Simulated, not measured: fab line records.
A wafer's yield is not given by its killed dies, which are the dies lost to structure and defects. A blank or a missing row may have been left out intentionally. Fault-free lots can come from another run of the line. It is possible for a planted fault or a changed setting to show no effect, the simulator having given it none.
What tool caused it?	flow gf180mcu	Sampling: 14 lots, 42 wafers, 4 of 602 route steps

WHAT EACH GAUGE READ, for each wafer
GF_M5_CD_MEAS_07: target cd 280 nm. Usual: cd_nm 279.9 nm, standard deviation 1.2.
lot	measured	on	cd_nm (nm)	flag
L624	day 26 07:07	cd_sem-01	281.0 280.5 280.5	
L626	day 26 21:17	cd_sem-01	279.4 279.4 279.0	
L631	day 28 12:08	cd_sem-01	278.7 279.1 278.7	
L632	day 28 21:11	cd_sem-01	280.1 280.7 280.4	
L637	day 30 10:07	cd_sem-01	279.8 280.7 278.7	
L638	day 30 13:52	cd_sem-02	280.0 278.8 279.1	
L639	day 30 16:43	cd_sem-01	281.7 281.7 279.8	
L641	day 31 06:33	cd_sem-01	280.3 279.2 279.6	
L642	day 31 15:40	cd_sem-01	279.8 280.8 281.7	
L643	day 31 21:05	cd_sem-01	280.8 281.1 279.9	
L644	day 31 23:35	cd_sem-01	278.7 280.9 279.0	
L645	day 32 07:46	cd_sem-01	279.2 281.1 281.0	
L646	day 32 14:15	cd_sem-01	282.4 280.7 281.8	
L647	day 32 23:38	cd_sem-01	279.1 278.3 278.7	

GF_M5_OVL_MEAS_08. Usual: for M5_OVL the level is 0 nm and the standard deviation is 4.7.
lot	measured	on	M5_OVL (nm)	flag
L624	day 26 07:13	overlay-01	1 1 -1	
L626	day 26 21:24	overlay-02	-2 -5 -2	
L631	day 28 12:16	overlay-02	1 5 0	
L632	day 28 21:18	overlay-01	-1 1 1	
L637	day 30 10:13	overlay-02	-2 -6 -3	
L638	day 30 13:58	overlay-01	-5 -4 4	
L639	day 30 16:49	overlay-01	2 1 -6	
L641	day 31 06:40	overlay-02	-1 -6 6	
L642	day 31 15:46	overlay-02	-1 -1 -8	
L643	day 31 21:12	overlay-02	2 1 -1	
L644	day 31 23:42	overlay-02	4 6 7	
L645	day 32 07:52	overlay-02	1 1 3	
L646	day 32 14:22	overlay-02	0 7 -1	
L647	day 32 23:45	overlay-02	-3 0 -11	

WHICH TOOL RAN EACH LOT (tool, then ch and the chambers of the sampled wafers, then the start)
lot	GF_SALICIDE_CLEAN_00	GF_MIM_SPUTTER_08
L624	wet_bench-03 ch 0, day 15 02:15	pvd_sputter-03, day 24 12:28
L626	wet_bench-02 ch 2, day 15 17:38	pvd_sputter-03, day 25 03:03
L631	wet_bench-03 ch 1, day 17 12:43	pvd_sputter-03, day 26 19:30
L632	wet_bench-03 ch 1, day 18 00:44	pvd_sputter-03, day 27 04:51
L637	wet_bench-02 ch 3, day 19 23:42	pvd_sputter-03, day 28 19:53
L638	wet_bench-04 ch 0, day 20 05:10	pvd_sputter-03, day 29 00:24
L639	wet_bench-03 ch 2, day 20 09:32	pvd_sputter-04, day 29 03:31
L641	wet_bench-03 ch 0, day 21 05:37	pvd_sputter-02, day 29 18:01
L642	wet_bench-03 ch 1, day 21 16:59	pvd_sputter-02, day 30 04:11
L643	wet_bench-04 ch 0, day 21 23:38	pvd_sputter-02, day 30 09:03
L644	wet_bench-04 ch 3, day 22 02:59	pvd_sputter-04, day 30 12:35
L645	wet_bench-03 ch 1, day 22 12:53	pvd_sputter-04, day 30 21:12
L646	wet_bench-03 ch 1, day 22 21:29	pvd_sputter-02, day 31 03:38
L647	wet_bench-02 ch 1, day 23 08:29	pvd_sputter-03, day 31 14:02
- GF_SALICIDE_CLEAN_00: cleans in SC1/SC2, time 150 s.
- GF_MIM_SPUTTER_08: material AlCu, target thk 200 nm, time 10.6 s.

WHAT THE TOOLS THEMSELVES READ (means of the sampled wafers that have a number; where no wafer has one, the mark that the record gives instead)
GF_SALICIDE_CLEAN_00. Usual: temp_c 70.00 C, standard deviation 0.13.
lot	tool	temp_c (C)	flag
L624	wet_bench-03	69.85	
L626	wet_bench-02	70.01	
L631	wet_bench-03	70.25	
L632	wet_bench-03	69.97	
L637	wet_bench-02	70.08	
L638	wet_bench-04	69.92	
L639	wet_bench-03	69.76	
L641	wet_bench-03	70.08	
L642	wet_bench-03	70.02	
L643	wet_bench-04	70.07	
L644	wet_bench-04	70.05	
L645	wet_bench-03	70.06	
L646	wet_bench-03	69.90	
L647	wet_bench-02	69.92	

GF_MIM_SPUTTER_08. Usual: throttle_valve_pct 30.0 %, standard deviation 0.92.
lot	tool	throttle_valve_pct (%)	flag
L624	pvd_sputter-03	30.6	
L626	pvd_sputter-03	30.2	
L631	pvd_sputter-03	30.7	
L632	pvd_sputter-03	30.6	
L637	pvd_sputter-03	30.1	
L638	pvd_sputter-03	30.0	
L639	pvd_sputter-04	31.1	
L641	pvd_sputter-02	29.0	
L642	pvd_sputter-02	29.8	
L643	pvd_sputter-02	30.3	
L644	pvd_sputter-04	31.0	
L645	pvd_sputter-04	30.9	
L646	pvd_sputter-02	30.3	
L647	pvd_sputter-03	30.6	

THE ANSWER, worked out from the rows above alone
Rule: lot off if the mean of its wafers having a number is beyond 3 standard deviations from the usual mean. A lot without any number at a reading at which 4 lots or more have one is off too. The other lots that the step has rows for count as sound. The gauges are gone through in route order, then the tools' own readings, and for those a lot's mean is taken as printed above. The first step at which some lot is off is used, and at that step the reading that is off furthest; a lot without a number counts as furthest.
No lot is off on any of the readings shown, so nothing can be concluded from this.

WHAT THE SIMULATOR PUT IN
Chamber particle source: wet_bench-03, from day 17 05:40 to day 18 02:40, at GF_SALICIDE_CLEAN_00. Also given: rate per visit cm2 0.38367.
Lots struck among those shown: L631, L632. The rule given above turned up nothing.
